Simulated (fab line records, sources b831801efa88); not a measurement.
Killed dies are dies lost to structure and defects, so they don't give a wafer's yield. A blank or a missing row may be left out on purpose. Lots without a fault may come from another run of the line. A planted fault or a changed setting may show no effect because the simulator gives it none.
Problem report in the 8D (eight disciplines) form, filled by code | flow gf180mcu | the parts of the form that need people (team, actions taken, sign-off) are left out

1. THE PROBLEM
CONTACT_W_RS at GF_CONTACT_RS_MEAS_25 reads a mean of 0.598 ohm/sq on 3 wafers of 2 lots; wafers without a fault read 0.385 ohm/sq with a standard deviation of 0.0046. That is +46 standard deviations from the usual mean.
The step: measures by four-point-probe.
First seen on wafer L795.2, day 22 01:46, on film_metro-01. The record holds 36 wafers of 12 lots with a number at this step. Rule for "out", or "out of limits": more than 4 standard deviations from the usual mean. The other wafers with a number count as sound.

2. WHAT IT IS AND WHAT IT IS NOT
question                    | is                           | is not
which readings at this step | CONTACT_W_RS                 | -
which lots                  | L795, L796                   | L779, L780, L781, L782, L783, L784, L785, L798, L801, L802
which wafers of those lots  | L795.2, L795.3, L796.5       | L795.1, L796.3, L796.6
read on which gauges        | film_metro-01, film_metro-02 | film_metro-03
when                        | from day 22 01:46            | up to then (22 sound wafers); but 11 sound wafers of L796, L798, L801, L802 came after

3. SUSPECTS, AND WHAT RULES EACH OUT
Counting: a tool at a process step up to the reading stays a suspect if it ran every lot that is out. Sound lots after the first of them don't rule it out here, since some wafers of a struck lot are sound.
- the gauge at GF_CONTACT_RS_MEAS_25: ruled out. The wafers that are out were read on 2 gauges (film_metro-01, film_metro-02).
- cvd_w-02 at GF_CONTACT_CVD_24 (deposits W, target thk 300 nm, time 90.339 s): kept. It ran every lot that is out, first L795 (day 22 01:40); its last sound lot up to then is L785 (day 18 04:59). Its own readings are out on those wafers: susceptor_temp_C.
- Within cvd_w-02 at GF_CONTACT_CVD_24: the wafers that are out ran in chamber 0; their sound lot-mates ran in chamber 1.
Left after counting: cvd_w-02 at GF_CONTACT_CVD_24.

4. THE CAUSE (what the simulator had put in)
Process parameter drift: cvd_w-02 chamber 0, from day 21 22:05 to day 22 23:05, at GF_CONTACT_CVD_24. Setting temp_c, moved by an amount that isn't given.
Counting left only this tool.

5. THE CHAIN OF EFFECTS, in route order
Each row: a reading whose mean over the struck wafers that have a number lies more than 3 standard deviations from the usual. Only readings for which the record gives a usual standard deviation are gone through. hours: the time from each lot's start at the first step in this table that gives one to its start at this step, as a median over the lots. sigmas: the change in usual standard deviations.
hours | step                   | reading            | usual        | on struck wafers | change | sigmas
0     | GF_CONTACT_CVD_24      | susceptor_temp_C   | 400.01 C     | 376.29           | -23.72 | -99 or more
0     | GF_CONTACT_RS_MEAS_25  | CONTACT_W_RS       | 0.385 ohm/sq | 0.598            | +0.213 | +46
0     | GF_CONTACT_THK_MEAS_26 | CONTACT_W_THK      | 296 nm       | 193              | -103   | -20
0     | GF_CONTACT_CMP_27      | time_to_endpoint_s | 73 s         | 49               | -24    | -7.0
The process steps in it:
- GF_CONTACT_CVD_24: deposits W, target thk 300 nm, time 90.339 s.
- GF_CONTACT_CMP_27: polishes, stops on SiO2, t overpolish 15 s, target thk 0 nm.

6. WHAT WOULD HAVE CAUGHT IT SOONER
In this record the first reading out of limits at a measuring or inspecting step was taken at day 22 01:46, 4 hours after the fault began at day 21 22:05.
The tool's own readings at GF_CONTACT_CVD_24 were out on every struck wafer that the step has a row for (susceptor_temp_C): an alarm limit on them would have fired on the first of those.
Of the lots that are out (2), L796 began GF_CONTACT_CVD_24 on cvd_w-02 after day 22 01:46. A hold on the tool at that time would have spared it.
